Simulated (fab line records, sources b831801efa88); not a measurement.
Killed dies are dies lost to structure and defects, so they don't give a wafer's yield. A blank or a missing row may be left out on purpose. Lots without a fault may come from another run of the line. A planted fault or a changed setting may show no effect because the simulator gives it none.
Which tool did it? | flow gf180mcu | 7 lots, 21 wafers sampled, at 2 steps of a route of 602

WHAT THE GAUGES READ, wafer by wafer
GF_NSD_CD_MEAS_07: target cd 400 nm.
lot  | measured     | on        | cd_nm (nm)
L294 | day 13 16:09 | cd_sem-02 | 402.5 404.3 399.8
L296 | day 14 08:02 | cd_sem-01 | 398.3 399.2 403.9
L303 | day 16 14:18 | cd_sem-01 | 416.7 415.6 401.8 416.8 415.4 402.0
L309 | day 18 11:44 | cd_sem-02 | 402.8 403.4 401.0
L311 | day 19 11:11 | cd_sem-01 | 400.3 401.1 400.1
L313 | day 20 05:11 | cd_sem-02 | 400.9 399.7 402.4
L315 | day 21 09:08 | cd_sem-01 | 399.4 401.3 402.1

WHICH TOOL RAN EACH LOT (tool, then ch and the chambers of the sampled wafers, then the start)
lot  | GF_NSD_DEVELOP_06
L294 | litho_track-01 ch 0, day 13 16:00
L296 | litho_track-04 ch 0, day 14 07:47
L303 | litho_track-04 ch 0, day 16 14:10
L309 | litho_track-02 ch 0, day 18 11:35
L311 | litho_track-04 ch 0, day 19 11:02
L313 | litho_track-04 ch 0, day 20 05:02
L315 | litho_track-01 ch 0, day 21 09:00
- GF_NSD_DEVELOP_06: develop time 60 s.

THE ANSWER, worked out from the rows above alone
Rule: what is usual is taken from the lots themselves. Put in order of their means at a reading, lots are off if they are a third of the lots or fewer, leave a main group of 4 or more, and stand apart from it by a gap of 3 or more times the standard deviation of the main group's means; of several such gaps the widest counts. A main group whose means are all the same, to the digits that the tables above print for the reading, isn't used. A lot without any number at a reading at which 4 lots or more have one is off too. The other lots that the step has rows for count as sound.
Off: L303, at GF_NSD_CD_MEAS_07 (cd_nm). The main group: mean 401.2 nm, standard deviation 0.77.
A tool fits if, at a process step before that reading, it ran every lot that is off, and no sound lot after the first of them. The gauges at GF_NSD_CD_MEAS_07 are tried like those tools. None of those tried fits.

WHAT THE SIMULATOR HAD PUT IN
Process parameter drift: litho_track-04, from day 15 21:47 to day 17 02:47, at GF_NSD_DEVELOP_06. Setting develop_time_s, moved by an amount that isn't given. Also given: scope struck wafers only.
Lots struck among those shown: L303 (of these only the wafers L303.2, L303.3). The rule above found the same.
